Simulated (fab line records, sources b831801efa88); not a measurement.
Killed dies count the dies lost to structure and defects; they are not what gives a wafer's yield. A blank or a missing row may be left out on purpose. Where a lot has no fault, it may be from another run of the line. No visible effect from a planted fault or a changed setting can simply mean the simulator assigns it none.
Matching of chambers :: flow sky130 :: 4 sister chambers for SKY_FIELD_ISO_ETCH_17 on rieSi-02
The step etches Si in HBr/Cl2/O2, target depth 342 nm, time 97.7 s. 20 wafers are shown with their chamber, then 10 later ones without.

== WAFERS PAIRED WITH THEIR CHAMBERS ==
wafer: L914.4
chamber: 2
drypumpMotorCurrentA (A): 5.6
runLengthS (s): 126.1
throttleValvePct (%): 25.660

wafer: L914.5
chamber: 0
drypumpMotorCurrentA (A): 6.4
runLengthS (s): 125.8
throttleValvePct (%): 25.680

wafer: L914.6
chamber: 1
drypumpMotorCurrentA (A): 6.1
runLengthS (s): 125.5
throttleValvePct (%): 25.661

wafer: L915.2
chamber: 3
drypumpMotorCurrentA (A): 6.5
runLengthS (s): 126.2
throttleValvePct (%): 25.677

wafer: L915.5
chamber: 0
drypumpMotorCurrentA (A): 6.4
runLengthS (s): 126.0
throttleValvePct (%): 25.675

wafer: L915.6
chamber: 1
drypumpMotorCurrentA (A): 6.0
runLengthS (s): 125.2
throttleValvePct (%): 25.656

wafer: L916.1
chamber: 1
drypumpMotorCurrentA (A): 6.1
runLengthS (s): 125.0
throttleValvePct (%): 25.654

wafer: L916.4
chamber: 0
drypumpMotorCurrentA (A): 6.4
runLengthS (s): 125.6
throttleValvePct (%): 25.663

wafer: L916.5
chamber: 3
drypumpMotorCurrentA (A): 6.5
runLengthS (s): 126.0
throttleValvePct (%): 25.665

wafer: L927.2
chamber: 0
drypumpMotorCurrentA (A): 6.4
runLengthS (s): 125.7
throttleValvePct (%): 25.642

wafer: L927.4
chamber: 2
drypumpMotorCurrentA (A): 5.6
runLengthS (s): 125.5
throttleValvePct (%): 25.668

wafer: L927.5
chamber: 3
drypumpMotorCurrentA (A): 6.6
runLengthS (s): 126.3
throttleValvePct (%): 25.671

wafer: L928.1
chamber: 1
drypumpMotorCurrentA (A): 6.1
runLengthS (s): 125.7
throttleValvePct (%): 25.659

wafer: L928.3
chamber: 2
drypumpMotorCurrentA (A): 5.6
runLengthS (s): 125.6
throttleValvePct (%): 25.655

wafer: L928.5
chamber: 1
drypumpMotorCurrentA (A): 6.1
runLengthS (s): 125.6
throttleValvePct (%): 25.646

wafer: L930.2
chamber: 3
drypumpMotorCurrentA (A): 6.5
runLengthS (s): 126.1
throttleValvePct (%): 25.666

wafer: L930.4
chamber: 1
drypumpMotorCurrentA (A): 6.1
runLengthS (s): 125.1
throttleValvePct (%): 25.655

wafer: L930.6
chamber: 3
drypumpMotorCurrentA (A): 6.5
runLengthS (s): 126.1
throttleValvePct (%): 25.670

wafer: L932.3
chamber: 2
drypumpMotorCurrentA (A): 5.6
runLengthS (s): 125.9
throttleValvePct (%): 25.679

wafer: L932.4
chamber: 1
drypumpMotorCurrentA (A): 6.1
runLengthS (s): 125.1
throttleValvePct (%): 25.676

SIGNATURES (averages over the wafers above)
reading: drypumpMotorCurrentA
chamber 0: 6.400
chamber 1: 6.086
chamber 2: 5.600
chamber 3: 6.520
scatter within a chamber: 0.0322

reading: runLengthS
chamber 0: 125.775
chamber 1: 125.314
chamber 2: 125.775
chamber 3: 126.140
scatter within a chamber: 0.229

reading: throttleValvePct
chamber 0: 25.66500
chamber 1: 25.65814
chamber 2: 25.66550
chamber 3: 25.66980
scatter within a chamber: 0.0106
Rule: for a wafer and a chamber, the distance is found by dividing, reading by reading, the gap between the wafer's reading and the chamber's mean by the reading's scatter, squaring, summing and taking the root. The wafer belongs to the nearest chamber; if the next one is less than 2 further off, it can't be placed. The scatter: the root of (the sum of the squares of (reading less its chamber's mean) over the shown wafers, divided by (wafers less chambers)).

== WAFERS MISSING THEIR CHAMBER ==
wafer: L932.5
drypumpMotorCurrentA (A): 6.5
runLengthS (s): 126.3
throttleValvePct (%): 25.671

wafer: L933.1
drypumpMotorCurrentA (A): 5.5
runLengthS (s): 126.2
throttleValvePct (%): 25.664

wafer: L933.4
drypumpMotorCurrentA (A): 6.0
runLengthS (s): 125.5
throttleValvePct (%): 25.669

wafer: L933.6
drypumpMotorCurrentA (A): 6.1
runLengthS (s): 125.0
throttleValvePct (%): 25.657

wafer: L935.4
drypumpMotorCurrentA (A): 5.5
runLengthS (s): 126.0
throttleValvePct (%): 25.663

wafer: L935.5
drypumpMotorCurrentA (A): 5.6
runLengthS (s): 125.5
throttleValvePct (%): 25.663

wafer: L935.6
drypumpMotorCurrentA (A): 6.1
runLengthS (s): 125.4
throttleValvePct (%): 25.667

wafer: L936.1
drypumpMotorCurrentA (A): 6.4
runLengthS (s): 126.0
throttleValvePct (%): 25.662

wafer: L936.4
drypumpMotorCurrentA (A): 5.6
runLengthS (s): 125.9
throttleValvePct (%): 25.649

wafer: L936.6
drypumpMotorCurrentA (A): 6.5
runLengthS (s): 125.9
throttleValvePct (%): 25.648

== CHAMBER TAKEN BY EACH ==
wafer: L932.5
from the rows above: 3
in truth: 3

wafer: L933.1
from the rows above: 2
in truth: 2

wafer: L933.4
from the rows above: 1
in truth: 1

wafer: L933.6
from the rows above: 1
in truth: 1

wafer: L935.4
from the rows above: 2
in truth: 2

wafer: L935.5
from the rows above: 2
in truth: 2

wafer: L935.6
from the rows above: 1
in truth: 1

wafer: L936.1
from the rows above: 0
in truth: 0

wafer: L936.4
from the rows above: 2
in truth: 2

wafer: L936.6
from the rows above: can't be placed: 3 or 0
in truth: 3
9 of 10 placed correctly. Unplaceable from these rows: 1, with the true chamber sitting among the candidates in 1. Placed wrongly: 0.
